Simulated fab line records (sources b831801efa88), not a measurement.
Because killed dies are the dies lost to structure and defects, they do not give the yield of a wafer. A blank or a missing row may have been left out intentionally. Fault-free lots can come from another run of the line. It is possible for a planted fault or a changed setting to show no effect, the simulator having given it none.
Which of the tools did it?    flow sfq_line    39 wafers sampled from 13 lots at 1 step of a route of 325

WHAT THE GAUGES READ, wafer by wafer
SFQ_L0V_OVL_MEAS_903.
lot   measured     on          L0V_OVL (nm)
L501  day 4 19:03  overlay-02  -1 2 -3
L502  day 4 23:51  overlay-02  -2 1 0
L503  day 5 08:16  overlay-01  -7 -10 -11
L504  day 5 14:15  overlay-02  4 -1 0
L507  day 6 07:49  overlay-01  0 -4 3
L508  day 6 11:25  overlay-02  0 1 -2
L509  day 6 16:12  overlay-01  -6 -7 -3
L510  day 6 19:49  overlay-02  -3 -2 2
L511  day 7 04:12  overlay-01  4 1 0
L512  day 7 10:01  overlay-01  3 9 7
L513  day 7 13:37  overlay-02  -4 -4 1
L515  day 7 23:12  overlay-02  1 1 2
L523  day 9 12:30  overlay-01  -9 -6 -5

TOOL THAT RAN EACH LOT (tool first, then ch and the chambers of the sampled wafers, then the start)
Record: no process step prior to these readings.

WHAT THE TOOLS THEMSELVES READ (means of the sampled wafers that have a number; where no wafer has one, the mark that the record gives instead)
The record holds no such reading with a usual standard deviation.

THE ANSWER, worked out from the rows above alone
Rule: what is usual is taken from the lots themselves. The widest of any qualifying gaps counts: lots, ordered by their means at a reading, are off when they make up no more than a third of the lots, leave a main group of 4 or more, and stand apart from it by 3 or more times the standard deviation of that group's means. Not used: any main group whose means are identical at the precision the tables above print for the reading. A lot without any number at a reading at which 4 lots or more have one is off too. All remaining lots with rows at the step are treated as sound. Order of review: gauges by route order, followed by the tools' own readings, for which a lot's mean as printed above is used. At the first step where some lot is off, the reading lying furthest off is the one used; lots without a number count as furthest.
Nothing can be told from this: no lot is off at any reading shown.

WHAT THE SIMULATOR HAD PUT IN
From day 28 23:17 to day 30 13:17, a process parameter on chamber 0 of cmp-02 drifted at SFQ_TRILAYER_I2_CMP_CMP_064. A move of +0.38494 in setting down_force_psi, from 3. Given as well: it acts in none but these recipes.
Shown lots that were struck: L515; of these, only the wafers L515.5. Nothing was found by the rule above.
